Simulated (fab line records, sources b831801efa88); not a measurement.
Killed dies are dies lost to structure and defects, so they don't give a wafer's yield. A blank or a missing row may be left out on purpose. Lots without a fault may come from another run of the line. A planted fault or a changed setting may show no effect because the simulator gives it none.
Which tool did it? | flow gf180mcu | 14 lots, 42 wafers sampled, at 4 steps of a route of 602

WHAT THE GAUGES READ, wafer by wafer
GF_DNWELL_TW_MEAS_09.
lot  | measured    | on            | DNWELL_TW
L603 | day 2 19:17 | film_metro-04 | 1321 1320 1323
L607 | day 3 16:35 | film_metro-01 | 1351 1352 1363
L608 | day 3 22:08 | film_metro-03 | 1368 1360 1367
L609 | day 4 01:50 | film_metro-03 | 1363 1367 1372
L610 | day 4 08:38 | film_metro-04 | 1339 1338 1337
L611 | day 4 15:08 | film_metro-04 | 1338 1333 1330
L612 | day 4 17:38 | film_metro-03 | 1377 1377 1375
L614 | day 5 04:51 | film_metro-01 | 1362 1366 1363
L617 | day 5 21:21 | film_metro-04 | 1338 1330 1333
L618 | day 6 03:38 | film_metro-04 | 1343 1338 1333
L619 | day 6 07:35 | film_metro-04 | 1327 1330 1333
L624 | day 7 10:12 | film_metro-01 | 1358 1359 1354
L625 | day 7 15:42 | film_metro-01 | 1365 1367 1361
L626 | day 7 21:10 | film_metro-01 | 1358 1354 1349

GF_VT_IMPLANT_OVL_MEAS_29.
lot  | measured     | on         | VT_IMPLANT_02_OVL (nm)
L603 | day 6 20:50  | overlay-02 | -1.2 1.0 -0.2
L607 | day 8 00:44  | overlay-01 | 0.7 1.8 1.0
L608 | day 8 06:22  | overlay-01 | 2.0 0.8 1.1
L609 | day 8 12:04  | overlay-02 | 0.3 -1.1 0.5
L610 | day 8 20:02  | overlay-02 | 0.7 0.8 -0.1
L611 | day 9 02:01  | overlay-01 | 1.1 -0.3 -2.9
L612 | day 9 07:55  | overlay-02 | 1.6 1.0 0.8
L614 | day 9 21:07  | overlay-01 | 2.9 2.7 5.2
L617 | day 10 17:22 | overlay-01 | 2.6 1.6 -1.6
L618 | day 11 00:22 | overlay-02 | 5.0 5.3 4.0
L619 | day 11 05:37 | overlay-01 | 0.4 -0.2 0.5
L624 | day 12 15:37 | overlay-01 | 0.8 1.4 2.8
L625 | day 12 21:40 | overlay-01 | 0.8 0.3 1.4
L626 | day 13 05:07 | overlay-01 | -0.5 1.6 0.9

WHICH TOOL RAN EACH LOT (tool, then ch and the chambers of the sampled wafers, then the start)
lot  | GF_MVSD_STRIP_10                     | GF_VT_IMPLANT_IMPLANT_08
L603 | plasma_asher-01 ch 0,1, day 4 10:56  | implanter-03 ch 0, day 5 14:09
L607 | plasma_asher-04 ch 0,1, day 5 10:39  | implanter-01 ch 0, day 6 16:43
L608 | plasma_asher-01 ch 0,1, day 5 16:29  | implanter-01 ch 0, day 6 22:17
L609 | plasma_asher-01 ch 0,1, day 5 20:59  | implanter-01 ch 0, day 7 03:16
L610 | plasma_asher-01 ch 0,1, day 6 03:50  | implanter-03 ch 0, day 7 10:37
L611 | plasma_asher-02 ch 0,1, day 6 09:50  | implanter-03 ch 0, day 7 16:46
L612 | plasma_asher-04 ch 0,1, day 6 13:56  | implanter-01 ch 0, day 7 21:35
L614 | plasma_asher-01 ch 0,1, day 7 01:22  | implanter-03 ch 0, day 8 10:34
L617 | plasma_asher-04 ch 0,1, day 7 19:43  | implanter-01 ch 0, day 9 06:46
L618 | plasma_asher-02 ch 0,1, day 8 03:01  | implanter-03 ch 0, day 9 12:35
L619 | plasma_asher-02 ch 0,1, day 8 08:17  | implanter-01 ch 0, day 9 18:31
L624 | plasma_asher-04 ch 0,1, day 9 13:19  | implanter-03 ch 0, day 11 01:47
L625 | plasma_asher-02 ch 0,1, day 9 19:38  | implanter-03 ch 0, day 11 07:41
L626 | plasma_asher-04 ch 0,1, day 10 01:26 | implanter-03 ch 0, day 11 13:32
- GF_MVSD_STRIP_10: strips in O2/N2.
- GF_VT_IMPLANT_IMPLANT_08

WHAT THE TOOLS THEMSELVES READ (means of the sampled wafers that have a number; where no wafer has one, the mark that the record gives instead)
GF_MVSD_STRIP_10.
lot  | tool            | chamber_pressure_mTorr (mTorr) | drypump_motor_current_A (A) | heater_power_w (W) | oes_product_au (a.u.) | strip_time_to_endpoint_s (s)
L603 | plasma_asher-01 | 1499.2                         | 6.1                         | 303                | 0.720                 | 36.96
L607 | plasma_asher-04 | 1500.5                         | 5.2                         | 314                | 0.725                 | 36.97
L608 | plasma_asher-01 | 1501.5                         | 6.1                         | 298                | 0.723                 | 37.03
L609 | plasma_asher-01 | 1499.0                         | 6.2                         | 292                | 0.723                 | 37.02
L610 | plasma_asher-01 | 1499.1                         | 6.2                         | 293                | 0.721                 | 36.97
L611 | plasma_asher-02 | 1499.0                         | 5.9                         | 284                | 0.719                 | 37.04
L612 | plasma_asher-04 | 1500.4                         | 5.2                         | 316                | 0.729                 | 37.14
L614 | plasma_asher-01 | 1499.1                         | 6.1                         | 298                | 0.719                 | 36.98
L617 | plasma_asher-04 | 1498.8                         | 5.2                         | 315                | 0.718                 | 37.16
L618 | plasma_asher-02 | 1499.6                         | 5.6                         | 286                | 0.719                 | 36.95
L619 | plasma_asher-02 | 1499.9                         | 5.6                         | 287                | 0.721                 | 37.06
L624 | plasma_asher-04 | 1500.0                         | 5.2                         | 313                | 0.724                 | 37.09
L625 | plasma_asher-02 | 1500.0                         | 5.6                         | 285                | 0.724                 | 36.99
L626 | plasma_asher-04 | 1498.6                         | 5.2                         | 317                | 0.725                 | 37.08

GF_VT_IMPLANT_IMPLANT_08.
lot  | tool         | dose_ions_cm2
L603 | implanter-03 | 8.291e+12
L607 | implanter-01 | 8.292e+12
L608 | implanter-01 | 8.288e+12
L609 | implanter-01 | 8.294e+12
L610 | implanter-03 | 8.304e+12
L611 | implanter-03 | 8.285e+12
L612 | implanter-01 | 8.293e+12
L614 | implanter-03 | 8.297e+12
L617 | implanter-01 | 8.669e+12
L618 | implanter-03 | 8.292e+12
L619 | implanter-01 | 8.667e+12
L624 | implanter-03 | 8.285e+12
L625 | implanter-03 | 8.297e+12
L626 | implanter-03 | 8.295e+12

THE ANSWER, worked out from the rows above alone
Rule: what is usual is taken from the lots themselves. Put in order of their means at a reading, lots are off if they are a third of the lots or fewer, leave a main group of 4 or more, and stand apart from it by a gap of 3 or more times the standard deviation of the main group's means; of several such gaps the widest counts. A main group whose means are all the same, to the digits that the tables above print for the reading, isn't used. A lot without any number at a reading at which 4 lots or more have one is off too. The other lots that the step has rows for count as sound. The gauges are gone through in route order, then the tools' own readings, and for those a lot's mean is taken as printed above. The first step at which some lot is off is used, and at that step the reading that is off furthest; a lot without a number counts as furthest.
Off: L617, L619, at GF_VT_IMPLANT_IMPLANT_08 (dose_ions_cm2). The main group: mean 8.293e+12, standard deviation 5.1e+09.
A tool fits if, at that step or a process step before it, it ran every lot that is off, and no sound lot after the first of them. One fits: implanter-01 at GF_VT_IMPLANT_IMPLANT_08. Its last sound lot is L612 (day 7 21:35), its first lot that is off L617 (day 9 06:46): a fault that began between those two fits.
The tool's own readings at GF_VT_IMPLANT_IMPLANT_08 bear it out: on the lots that are off they differ by more than 5 times the standard deviation of the sound lots' means. dose_ions_cm2 reads 8.668e+12 there against 8.293e+12 on the sound lots.

WHAT THE SIMULATOR HAD PUT IN
Process parameter drift: implanter-01, from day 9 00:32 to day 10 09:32, at GF_VT_IMPLANT_IMPLANT_08. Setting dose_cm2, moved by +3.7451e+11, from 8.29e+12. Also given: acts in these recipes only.
Lots struck among those shown: L617, L619. The rule above found the same.
